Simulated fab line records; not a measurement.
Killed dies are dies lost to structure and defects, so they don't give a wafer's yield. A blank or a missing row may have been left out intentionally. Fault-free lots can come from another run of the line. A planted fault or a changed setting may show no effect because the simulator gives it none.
Which tool is to blame? / flow sky130 / 10 lots with 30 wafers sampled at 4 steps, on a route of 708 steps

== WHAT THE GAUGES SHOWED, per wafer ==
SKY_SD_N_TW_MEAS_12.
lot=L432; measured=day 27 22:58; on=film metro-02; SD_N_TW=3946 3927 3942
lot=L434; measured=day 28 23:48; on=film metro-02; SD_N_TW=3925 3912 3927
lot=L436; measured=day 29 16:47; on=film metro-04; SD_N_TW=4050 4030 4030
lot=L441; measured=day 30 23:54; on=film metro-04; SD_N_TW=30 30 30 30 30 30
lot=L442; measured=day 31 01:35; on=film metro-04; SD_N_TW=30 30 30 30 30 30
lot=L448; measured=day 33 06:08; on=film metro-04; SD_N_TW=4008 4005 3984
lot=L449; measured=day 33 10:03; on=film metro-03; SD_N_TW=4012 4031 4041
lot=L450; measured=day 33 22:29; on=film metro-04; SD_N_TW=4014 4005 4017
lot=L451; measured=day 34 05:50; on=film metro-04; SD_N_TW=3990 3993 3991
lot=L452; measured=day 34 10:19; on=film metro-04; SD_N_TW=3999 4000 3989

== WHAT TOOL EACH LOT RAN ON (gives the tool, then ch and the chambers of the sampled wafers, and finally the start) ==
lot=L432; SKY_LDD_HVP_STRIP_09=plasma asher-01 ch 0,1, day 21 13:37; SKY_RES_XHIGH_STRIP_08=plasma asher-02 ch 0,1, day 26 16:53; SKY_SD_N_STRIP_11=plasma asher-04 ch 0,1, day 27 22:52
lot=L434; SKY_LDD_HVP_STRIP_09=plasma asher-01 ch 0,1, day 22 17:27; SKY_RES_XHIGH_STRIP_08=plasma asher-03 ch 0,1, day 27 18:40; SKY_SD_N_STRIP_11=plasma asher-01 ch 0,1, day 28 23:43
lot=L436; SKY_LDD_HVP_STRIP_09=plasma asher-03 ch 0,1, day 23 11:44; SKY_RES_XHIGH_STRIP_08=plasma asher-03 ch 0,1, day 28 11:13; SKY_SD_N_STRIP_11=plasma asher-01 ch 0,1, day 29 16:41
lot=L441; SKY_LDD_HVP_STRIP_09=plasma asher-02 ch 1, day 24 20:25; SKY_RES_XHIGH_STRIP_08=plasma asher-02 ch 0,1, day 29 19:44; SKY_SD_N_STRIP_11=plasma asher-01 ch 0,1, day 30 23:47
lot=L442; SKY_LDD_HVP_STRIP_09=plasma asher-01 ch 0,1, day 24 23:52; SKY_RES_XHIGH_STRIP_08=plasma asher-02 ch 1, day 29 21:20; SKY_SD_N_STRIP_11=plasma asher-04 ch 0,1, day 31 01:29
lot=L448; SKY_LDD_HVP_STRIP_09=plasma asher-01 ch 0,1, day 27 06:47; SKY_RES_XHIGH_STRIP_08=plasma asher-02 ch 0,1, day 32 02:31; SKY_SD_N_STRIP_11=plasma asher-01 ch 0,1, day 33 06:02
lot=L449; SKY_LDD_HVP_STRIP_09=plasma asher-03 ch 0,1, day 27 11:03; SKY_RES_XHIGH_STRIP_08=plasma asher-02 ch 0,1, day 32 06:56; SKY_SD_N_STRIP_11=plasma asher-02 ch 0,1, day 33 09:58
lot=L450; SKY_LDD_HVP_STRIP_09=plasma asher-01 ch 1, day 28 00:13; SKY_RES_XHIGH_STRIP_08=plasma asher-02 ch 0,1, day 32 19:08; SKY_SD_N_STRIP_11=plasma asher-04 ch 0,1, day 33 22:23
lot=L451; SKY_LDD_HVP_STRIP_09=plasma asher-02 ch 0,1, day 28 09:10; SKY_RES_XHIGH_STRIP_08=plasma asher-01 ch 0,1, day 33 02:34; SKY_SD_N_STRIP_11=plasma asher-02 ch 0,1, day 34 05:45
lot=L452; SKY_LDD_HVP_STRIP_09=plasma asher-02 ch 0,1, day 28 13:19; SKY_RES_XHIGH_STRIP_08=plasma asher-01 ch 0,1, day 33 07:34; SKY_SD_N_STRIP_11=plasma asher-02 ch 0,1, day 34 10:13
- SKY_LDD_HVP_STRIP_09: strips in O2/N2.
- SKY_RES_XHIGH_STRIP_08: strips in O2/N2.
- SKY_SD_N_STRIP_11: strips in O2/N2.

== THE ANSWER, worked out from the rows above alone ==
Rule: the lots themselves supply what counts as usual. Put in order of their means at a reading, lots are off if they are a third of the lots or fewer, leave a main group of 4 or more, and stand apart from it by a gap of 3 or more times the standard deviation of the main group's means; of several such gaps the widest counts. Not used: any main group whose means are identical at the precision the tables above print for the reading. A lot without any number at a reading at which 4 lots or more have one is off too. The other lots that the step has rows for count as sound.
Off: L441, L442, seen at SKY_SD_N_TW_MEAS_12 (SD_N_TW). For the main group the mean is 3990 and the standard deviation 38.
If a tool, at a process step before that reading, ran all the lots that are off and no sound lot after the first of them, it fits. The gauges at SKY_SD_N_TW_MEAS_12 are tried like those tools. No candidate that was tried fits.

== WHAT THE SIMULATOR HAD INSERTED ==
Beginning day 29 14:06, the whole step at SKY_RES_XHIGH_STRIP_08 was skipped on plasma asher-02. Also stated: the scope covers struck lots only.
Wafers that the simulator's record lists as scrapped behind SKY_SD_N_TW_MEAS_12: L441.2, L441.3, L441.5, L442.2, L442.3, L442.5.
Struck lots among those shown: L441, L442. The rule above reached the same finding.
